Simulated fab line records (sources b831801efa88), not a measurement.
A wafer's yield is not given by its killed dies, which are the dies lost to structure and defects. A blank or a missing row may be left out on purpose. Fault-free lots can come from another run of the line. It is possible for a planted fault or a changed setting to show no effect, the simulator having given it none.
What tool caused it?    flow gf180mcu    13 lots with 39 wafers sampled at 5 steps, on a route of 602 steps

## WHAT THE GAUGES READ, wafer by wafer
GF_POLY_GATE_OVL_MEAS_11. Usual: POLY_GATE_OVL gives 3 nm (standard deviation 5.4).
lot   measured      on          POLY_GATE_OVL (nm)  flag
L657  day 9 00:21   overlay-01  1 1 2               
L658  day 9 07:52   overlay-02  6 7 10              
L662  day 10 11:40  overlay-01  15 7 12             
L664  day 11 14:24  overlay-02  3 0 1               
L665  day 11 18:03  overlay-02  12 6 1              
L666  day 12 10:09  overlay-01  1 -1 2              
L669  day 13 03:54  overlay-02  1 0 -3              
L673  day 14 01:00  overlay-02  -2 5 -9             
L675  day 14 13:57  overlay-02  -3 5 -3             
L677  day 15 02:48  overlay-01  -2 -5 -1            
L678  day 15 10:15  overlay-01  0 2 7               
L679  day 15 17:01  overlay-01  9 11 8              
L680  day 16 02:15  overlay-02  9 3 4               

GF_NSD_TW_MEAS_12. Usual: NSD_TW gives 4244 (standard deviation 18).
lot   measured      on             NSD_TW          flag
L657  day 13 02:54  film metro-01  4244 4212 4248  
L658  day 13 13:29  film metro-02  4257 4260 4257  
L662  day 14 18:46  film metro-04  4237 4208 4228  
L664  day 16 02:47  film metro-01  4270 4255 4246  
L665  day 16 08:06  film metro-01  4230 4261 4267  
L666  day 17 02:00  film metro-01  4250 4256 4254  
L669  day 17 21:59  film metro-02  4236 4230 4217  
L673  day 19 01:30  film metro-04  4262 4261 4241  
L675  day 19 13:35  film metro-01  4266 4262 4290  
L677  day 20 03:00  film metro-04  4270 4231 4243  
L678  day 20 11:40  film metro-02  4234 4235 4234  
L679  day 20 19:42  film metro-02  4224 4207 4218  
L680  day 21 04:35  film metro-04  4222 4221 4217  

GF_PSD_RS_MEAS_14: measures by four-point-probe. Usual: NSD_RS gives 46.15 ohm/sq (standard deviation 0.091).
lot   measured      on             NSD_RS (ohm/sq)    flag
L657  day 13 23:10  film metro-04  46.04 46.08 46.06  
L658  day 14 10:20  film metro-04  46.19 46.22 46.09  
L662  day 15 16:38  film metro-02  46.32 46.37 46.25  
L664  day 17 00:40  film metro-04  46.23 46.32 46.18  
L665  day 17 06:56  film metro-04  46.15 46.22 46.18  
L666  day 18 01:10  film metro-02  46.07 46.17 46.02  
L669  day 18 22:12  film metro-01  46.05 46.10 46.12  
L673  day 20 01:07  film metro-04  46.08 46.24 46.12  
L675  day 20 13:59  film metro-04  46.10 46.12 46.11  
L677  day 21 02:43  film metro-01  46.16 46.30 46.30  
L678  day 21 11:27  film metro-04  46.14 46.23 46.12  
L679  day 21 19:07  film metro-04  46.03 46.13 46.14  
L680  day 22 04:35  film metro-01  46.26 46.17 46.16  

## WHICH TOOL RAN EACH LOT (tool, then ch and the chambers of the sampled wafers, then the start)
lot   GF_NSD_COAT_02                     GF_NSD_STRIP_11
L657  litho track-01 ch 0, day 12 16:27  plasma asher-03 ch 0,1, day 13 02:48
L658  litho track-02 ch 0, day 13 02:57  plasma asher-03 ch 0,1, day 13 13:23
L662  litho track-03 ch 0, day 14 07:38  plasma asher-04 ch 0,1, day 14 18:41
L664  litho track-01 ch 0, day 15 15:37  plasma asher-02 ch 0, day 16 02:40
L665  litho track-03 ch 0, day 15 20:02  plasma asher-04 ch 0,1, day 16 08:00
L666  litho track-01 ch 0, day 16 13:59  plasma asher-02 ch 0,1, day 17 01:54
L669  litho track-03 ch 0, day 17 09:56  plasma asher-02 ch 0,1, day 17 21:53
L673  litho track-03 ch 0, day 18 12:53  plasma asher-02 ch 0,1, day 19 01:24
L675  litho track-03 ch 0, day 19 01:08  plasma asher-02 ch 0,1, day 19 13:29
L677  litho track-02 ch 0, day 19 14:23  plasma asher-03 ch 0,1, day 20 02:54
L678  litho track-01 ch 0, day 19 22:49  plasma asher-03 ch 0,1, day 20 11:33
L679  litho track-01 ch 0, day 20 06:50  plasma asher-04 ch 0,1, day 20 19:36
L680  litho track-03 ch 0, day 20 16:00  plasma asher-02 ch 1, day 21 04:29
- GF_NSD_COAT_02: resist thk 1000 nm.
- GF_NSD_STRIP_11: strips in O2/N2.

## AS READ BY THE TOOLS THEMSELVES (means over the sampled wafers that have a number; for cases with no such wafer, the mark the record gives instead)
GF_NSD_COAT_02. Usual: spin speed rpm 3000.1 rpm, standard deviation 2.
lot   tool            spin speed rpm (rpm)  flag
L657  litho track-01  2998.8                
L658  litho track-02  2999.3                
L662  litho track-03  3001.4                
L664  litho track-01  2871.7                OFF
L665  litho track-03  3001.2                
L666  litho track-01  2873.0                OFF
L669  litho track-03  2999.8                
L673  litho track-03  3001.0                
L675  litho track-03  2999.0                
L677  litho track-02  3002.1                
L678  litho track-01  3000.1                
L679  litho track-01  3000.5                
L680  litho track-03  2998.9                

GF_NSD_STRIP_11. Usual: drypump motor current A 5.9 A, standard deviation 0.43; heater power w 328 W, standard deviation 33; n2 flow sccm 300.0 sccm, standard deviation 0.98; o2 flow sccm 3001 sccm, standard deviation 8.3; oes product au 0.487 a.u., standard deviation 0.0045; strip time to endpoint s 22.97 s, standard deviation 0.036.
lot   tool             drypump motor current A (A)  heater power w (W)  n2 flow sccm (sccm)  o2 flow sccm (sccm)  oes product au (a.u.)  strip time to endpoint s (s)  flag
L657  plasma asher-03  5.9                          331                 300.7                3009                 0.485                  22.99                         
L658  plasma asher-03  6.3                          356                 300.7                2996                 0.489                  22.93                         
L662  plasma asher-04  6.0                          294                 299.5                3008                 0.485                  22.95                         
L664  plasma asher-02  5.4                          342                 299.7                2995                 0.491                  23.23                         OFF
L665  plasma asher-04  6.0                          293                 300.3                2993                 0.490                  23.01                         
L666  plasma asher-02  5.7                          344                 301.0                3000                 0.485                  23.23                         OFF
L669  plasma asher-02  5.7                          345                 300.7                3008                 0.488                  22.97                         
L673  plasma asher-02  5.7                          343                 299.6                3000                 0.488                  22.97                         
L675  plasma asher-02  5.7                          345                 299.7                3007                 0.486                  22.93                         
L677  plasma asher-03  6.3                          358                 301.7                3010                 0.486                  23.05                         
L678  plasma asher-03  5.9                          330                 299.8                3008                 0.488                  22.91                         
L679  plasma asher-04  6.0                          292                 299.2                2995                 0.487                  22.96                         
L680  plasma asher-02  6.3                          346                 298.7                2996                 0.484                  22.99                         

## THE ANSWER, worked out from the rows above alone
Rule: a lot is off if the mean of its wafers that have a number lies more than 3 standard deviations from the usual mean. Also off: a lot with no number at a reading for which 4 or more lots have one. Where the step has rows for the other lots, those lots are counted as sound. The gauges are gone through in route order, then the tools' own readings, and for those a lot's mean is taken as printed above. At the first step where some lot is off, the reading lying furthest off is the one used; lots without a number count as furthest.
Off, at GF_NSD_COAT_02 on spin speed rpm: L664, L666.
If a tool, at that step or one of the process steps before it, ran each lot that is off and ran no sound lot following the first of them, it fits. Not one of the candidates tried fits.

## WHAT THE SIMULATOR HAD PUT IN
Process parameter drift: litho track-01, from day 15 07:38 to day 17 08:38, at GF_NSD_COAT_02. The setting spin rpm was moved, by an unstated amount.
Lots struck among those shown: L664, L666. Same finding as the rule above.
